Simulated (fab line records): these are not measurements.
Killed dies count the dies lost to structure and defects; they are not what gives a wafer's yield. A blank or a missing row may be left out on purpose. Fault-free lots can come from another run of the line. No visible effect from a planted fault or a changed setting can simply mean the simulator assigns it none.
Which of the tools did it? :: flow gf180mcu :: 12 lots, 36 wafers sampled, at 2 steps of a route of 602

== WHAT THE GAUGES SHOWED, per wafer ==
GF_V5_RS_MEAS_24: a four-point-probe measurement.
lot: L500
measured: day 27 07:36
on: film-metro-02
V5_W_RS (ohm/sq): 0.331 0.331 0.326

lot: L501
measured: day 27 15:55
on: film-metro-02
V5_W_RS (ohm/sq): 0.329 0.323 0.328

lot: L502
measured: day 28 08:53
on: film-metro-03
V5_W_RS (ohm/sq): 0.335 0.328 0.329

lot: L503
measured: day 28 12:01
on: film-metro-02
V5_W_RS (ohm/sq): 0.327 0.321 0.321

lot: L504
measured: day 28 21:25
on: film-metro-03
V5_W_RS (ohm/sq): 0.327 0.325 0.326

lot: L505
measured: day 29 02:02
on: film-metro-03
V5_W_RS (ohm/sq): 0.329 0.332 0.326

lot: L511
measured: day 30 14:56
on: film-metro-03
V5_W_RS (ohm/sq): 0.325 0.326 0.327

lot: L510
measured: day 30 18:14
on: film-metro-03
V5_W_RS (ohm/sq): 0.328 0.326 0.327

lot: L516
measured: day 31 22:45
on: film-metro-02
V5_W_RS (ohm/sq): 0.332 0.330 0.323

lot: L517
measured: day 32 11:47
on: film-metro-01
V5_W_RS (ohm/sq): 0.335 0.331 0.332

lot: L518
measured: day 32 19:13
on: film-metro-01
V5_W_RS (ohm/sq): 0.330 0.330 0.334

lot: L521
measured: day 33 07:25
on: film-metro-02
V5_W_RS (ohm/sq): 0.330 0.330 0.325

== WHICH TOOL RAN EACH LOT (tool, then ch and the chambers of the sampled wafers, then the start) ==
lot: L500
GF_V5_ETCH_17: rie-diel-01 ch 0,1,3, day 27 06:00

lot: L501
GF_V5_ETCH_17: rie-diel-03 ch 1,2,3, day 27 14:00

lot: L502
GF_V5_ETCH_17: rie-diel-01 ch 1,3, day 28 07:00

lot: L503
GF_V5_ETCH_17: rie-diel-04 ch 0,1,2, day 28 11:00

lot: L504
GF_V5_ETCH_17: rie-diel-04 ch 2,3, day 28 20:00

lot: L505
GF_V5_ETCH_17: rie-diel-04 ch 2,3, day 29 01:00

lot: L511
GF_V5_ETCH_17: rie-diel-04 ch 1,2,3, day 30 14:00

lot: L510
GF_V5_ETCH_17: rie-diel-04 ch 0,1,2, day 30 17:00

lot: L516
GF_V5_ETCH_17: rie-diel-03 ch 1,2,3, day 31 21:00

lot: L517
GF_V5_ETCH_17: rie-diel-01 ch 0,2,3, day 32 10:00

lot: L518
GF_V5_ETCH_17: rie-diel-01 ch 0,1, day 32 17:00

lot: L521
GF_V5_ETCH_17: rie-diel-01 ch 1,2,3, day 33 06:00
- GF_V5_ETCH_17: etches SiO2 in C4F8/O2/Ar, stops on TiN, target depth 855 nm.

== WHAT THE TOOLS THEMSELVES READ (means of the sampled wafers that have a number; where no wafer has one, the mark that the record gives instead) ==
GF_V5_ETCH_17.
lot: L500
tool: rie-diel-01
oes-product-au (a.u.): 0.858

lot: L501
tool: rie-diel-03
oes-product-au (a.u.): 0.857

lot: L502
tool: rie-diel-01
oes-product-au (a.u.): 0.865

lot: L503
tool: rie-diel-04
oes-product-au (a.u.): 0.861

lot: L504
tool: rie-diel-04
oes-product-au (a.u.): 0.863

lot: L505
tool: rie-diel-04
oes-product-au (a.u.): 0.862

lot: L511
tool: rie-diel-04
oes-product-au (a.u.): 0.853

lot: L510
tool: rie-diel-04
oes-product-au (a.u.): 0.859

lot: L516
tool: rie-diel-03
oes-product-au (a.u.): 0.861

lot: L517
tool: rie-diel-01
oes-product-au (a.u.): 0.856

lot: L518
tool: rie-diel-01
oes-product-au (a.u.): 0.857

lot: L521
tool: rie-diel-01
oes-product-au (a.u.): 0.859

== THE ANSWER, worked out from the rows above alone ==
Rule: usual is defined by the lots themselves. The widest of any qualifying gaps counts: lots, ordered by their means at a reading, are off when they make up no more than a third of the lots, leave a main group of 4 or more, and stand apart from it by 3 or more times the standard deviation of that group's means. A main group is skipped when, at the precision printed for the reading in the tables above, its means are all equal. A lot without any number at a reading at which 4 lots or more have one is off too. All remaining lots with rows at the step are treated as sound. The gauges are gone through in route order, then the tools' own readings, and for those a lot's mean is taken as printed above. At the first step where some lot is off, the reading lying furthest off is the one used; lots without a number count as furthest.
None of the lots is off at any reading shown; this tells nothing.

== WHAT THE SIMULATOR PUT IN ==
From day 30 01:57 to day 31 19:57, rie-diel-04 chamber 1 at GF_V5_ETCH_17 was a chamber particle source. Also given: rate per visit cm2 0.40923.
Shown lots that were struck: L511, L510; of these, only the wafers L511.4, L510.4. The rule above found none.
